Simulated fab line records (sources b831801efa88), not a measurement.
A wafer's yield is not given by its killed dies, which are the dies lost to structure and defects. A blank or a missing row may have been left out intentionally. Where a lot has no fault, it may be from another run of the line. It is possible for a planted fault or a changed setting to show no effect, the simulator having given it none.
Shared-tool check || flow gf180mcu || 12 lots and 36 wafers in the sample

== WHY THIS WAS OPENED ==
At GF_LVPWELL_TW_MEAS_11 the reading LVPWELL_TW is flagged on 1 of 12 lots. Wafers without a fault read 557.2, standard deviation 2.6.
Rule: a lot is flagged when every wafer of it that has a number lies more than 4 standard deviations from that mean, or none has a number. The rest of the lots are taken to be sound.

{"lot": "L615", "measured": "day 3 19:10", "on": "film-metro-02", "LVPWELL_TW, wafer by wafer": "560.7 560.4 562.7", "flag": ""}
{"lot": "L617", "measured": "day 4 09:08", "on": "film-metro-01", "LVPWELL_TW, wafer by wafer": "558.6 559.2 558.1", "flag": ""}
{"lot": "L619", "measured": "day 4 21:15", "on": "film-metro-01", "LVPWELL_TW, wafer by wafer": "557.8 560.2 558.2", "flag": ""}
{"lot": "L621", "measured": "day 5 07:03", "on": "film-metro-04", "LVPWELL_TW, wafer by wafer": "557.4 555.0 552.7", "flag": ""}
{"lot": "L622", "measured": "day 5 12:06", "on": "film-metro-04", "LVPWELL_TW, wafer by wafer": "555.2 555.9 554.7", "flag": ""}
{"lot": "L625", "measured": "day 6 05:51", "on": "film-metro-02", "LVPWELL_TW, wafer by wafer": "553.4 553.4 555.8", "flag": ""}
{"lot": "L629", "measured": "day 7 04:36", "on": "film-metro-01", "LVPWELL_TW, wafer by wafer": "29.8 29.9 29.9", "flag": "FLAGGED"}
{"lot": "L633", "measured": "day 8 01:47", "on": "film-metro-01", "LVPWELL_TW, wafer by wafer": "556.1 558.7 555.2", "flag": ""}
{"lot": "L634", "measured": "day 8 07:43", "on": "film-metro-02", "LVPWELL_TW, wafer by wafer": "557.5 558.8 561.1", "flag": ""}
{"lot": "L635", "measured": "day 8 13:29", "on": "film-metro-04", "LVPWELL_TW, wafer by wafer": "552.6 551.3 557.1", "flag": ""}
{"lot": "L637", "measured": "day 9 00:40", "on": "film-metro-04", "LVPWELL_TW, wafer by wafer": "557.3 552.7 554.0", "flag": ""}
{"lot": "L638", "measured": "day 9 05:19", "on": "film-metro-02", "LVPWELL_TW, wafer by wafer": "561.2 561.3 564.4", "flag": ""}
On average the flagged lots read 29.9, which is -527.3 against the usual, or -99 or more standard deviations.

== EACH LOT AND THE TOOL IT RAN ON ==
The record holds 2 process steps before the reading, out of a route of 602 steps. Cell contents, in order: the tool; ch with the chambers the sampled wafers went through; the start.
{"lot": "L615", "flag": "", "GF_STI_CMP_25": "cmp-01 ch 0,3, day 2 02:12", "GF_LVPWELL_EXPOSE_04": "iline-stepper-02 ch 0, day 3 12:58"}
{"lot": "L617", "flag": "", "GF_STI_CMP_25": "cmp-01 ch 0,1, day 2 15:23", "GF_LVPWELL_EXPOSE_04": "iline-stepper-01 ch 0, day 4 02:26"}
{"lot": "L619", "flag": "", "GF_STI_CMP_25": "cmp-02 ch 0,2, day 3 01:17", "GF_LVPWELL_EXPOSE_04": "iline-stepper-02 ch 0, day 4 14:07"}
{"lot": "L621", "flag": "", "GF_STI_CMP_25": "cmp-01 ch 0,1,3, day 3 09:47", "GF_LVPWELL_EXPOSE_04": "iline-stepper-02 ch 0, day 4 23:58"}
{"lot": "L622", "flag": "", "GF_STI_CMP_25": "cmp-01 ch 2,3, day 3 15:11", "GF_LVPWELL_EXPOSE_04": "iline-stepper-02 ch 0, day 5 04:52"}
{"lot": "L625", "flag": "", "GF_STI_CMP_25": "cmp-02 ch 0,2, day 4 08:21", "GF_LVPWELL_EXPOSE_04": "iline-stepper-02 ch 0, day 5 22:11"}
{"lot": "L629", "flag": "FLAGGED", "GF_STI_CMP_25": "cmp-02 ch 0,1,3, day 5 03:59", "GF_LVPWELL_EXPOSE_04": "iline-stepper-02 ch 0, day 6 20:17"}
{"lot": "L633", "flag": "", "GF_STI_CMP_25": "cmp-01 ch 1,3, day 5 23:50", "GF_LVPWELL_EXPOSE_04": "iline-stepper-01 ch 0, day 7 17:18"}
{"lot": "L634", "flag": "", "GF_STI_CMP_25": "cmp-02 ch 0,1,3, day 6 05:32", "GF_LVPWELL_EXPOSE_04": "iline-stepper-02 ch 0, day 7 23:18"}
{"lot": "L635", "flag": "", "GF_STI_CMP_25": "cmp-02 ch 0,1, day 6 10:05", "GF_LVPWELL_EXPOSE_04": "iline-stepper-01 ch 0, day 8 04:29"}
{"lot": "L637", "flag": "", "GF_STI_CMP_25": "cmp-02 ch 0,2, day 6 21:13", "GF_LVPWELL_EXPOSE_04": "iline-stepper-02 ch 0, day 8 15:55"}
{"lot": "L638", "flag": "", "GF_STI_CMP_25": "cmp-01 ch 0,3, day 7 01:26", "GF_LVPWELL_EXPOSE_04": "iline-stepper-02 ch 0, day 8 20:38"}
What these steps do:
- GF_STI_CMP_25: polishes, stops on Si3N4, t overpolish 33 s, target thk 524.6 nm.
- GF_LVPWELL_EXPOSE_04: exposes mask LVPWELL, target cd 600 nm.
- GF_LVPWELL_TW_MEAS_11

== FLAGGED OVER TOTAL, TOOL BY TOOL (the gauges that took the reading come last) ==
{"step": "GF_STI_CMP_25", "tool": "cmp-01", "lots run": 6, "flagged": 0, "share of the flagged lots": "none", "sound lots run after its first flagged lot": "-"}
{"step": "GF_STI_CMP_25", "tool": "cmp-02", "lots run": 6, "flagged": 1, "share of the flagged lots": "all", "sound lots run after its first flagged lot": "3 (L634,L635,L637)"}
{"step": "GF_LVPWELL_EXPOSE_04", "tool": "iline-stepper-01", "lots run": 3, "flagged": 0, "share of the flagged lots": "none", "sound lots run after its first flagged lot": "-"}
{"step": "GF_LVPWELL_EXPOSE_04", "tool": "iline-stepper-02", "lots run": 9, "flagged": 1, "share of the flagged lots": "all", "sound lots run after its first flagged lot": "3 (L634,L637,L638)"}
{"step": "GF_LVPWELL_TW_MEAS_11", "tool": "film-metro-01", "lots run": 4, "flagged": 1, "share of the flagged lots": "all", "sound lots run after its first flagged lot": "1 (L633)"}
{"step": "GF_LVPWELL_TW_MEAS_11", "tool": "film-metro-02", "lots run": 4, "flagged": 0, "share of the flagged lots": "none", "sound lots run after its first flagged lot": "-"}
{"step": "GF_LVPWELL_TW_MEAS_11", "tool": "film-metro-04", "lots run": 4, "flagged": 0, "share of the flagged lots": "none", "sound lots run after its first flagged lot": "-"}

== WHAT IS ALLOWED BY THE TABLE ==
In the table, 3 rows ran each flagged lot (cmp-02 at GF_STI_CMP_25; iline-stepper-02 at GF_LVPWELL_EXPOSE_04; film-metro-01 at GF_LVPWELL_TW_MEAS_11).
- cmp-02 at GF_STI_CMP_25 ran 6 lots, 1 of them flagged. Lots that were sound ran on it after the first flagged one (L634, L635, L637); a persistent fault on the entire tool would not allow that.
- iline-stepper-02 at GF_LVPWELL_EXPOSE_04 ran 9 lots, 1 of them flagged. Lots that were sound ran on it after the first flagged one (L634, L637, L638); a persistent fault on the entire tool would not allow that.
- film-metro-01 at GF_LVPWELL_TW_MEAS_11 ran 4 lots, 1 of them flagged. Lots that were sound ran on it after the first flagged one (L633); a persistent fault on the entire tool would not allow that.
Not one row of the table ran every flagged lot while running no sound lot after the first.

== WHAT HAD BEEN PUT IN BY THE SIMULATOR ==
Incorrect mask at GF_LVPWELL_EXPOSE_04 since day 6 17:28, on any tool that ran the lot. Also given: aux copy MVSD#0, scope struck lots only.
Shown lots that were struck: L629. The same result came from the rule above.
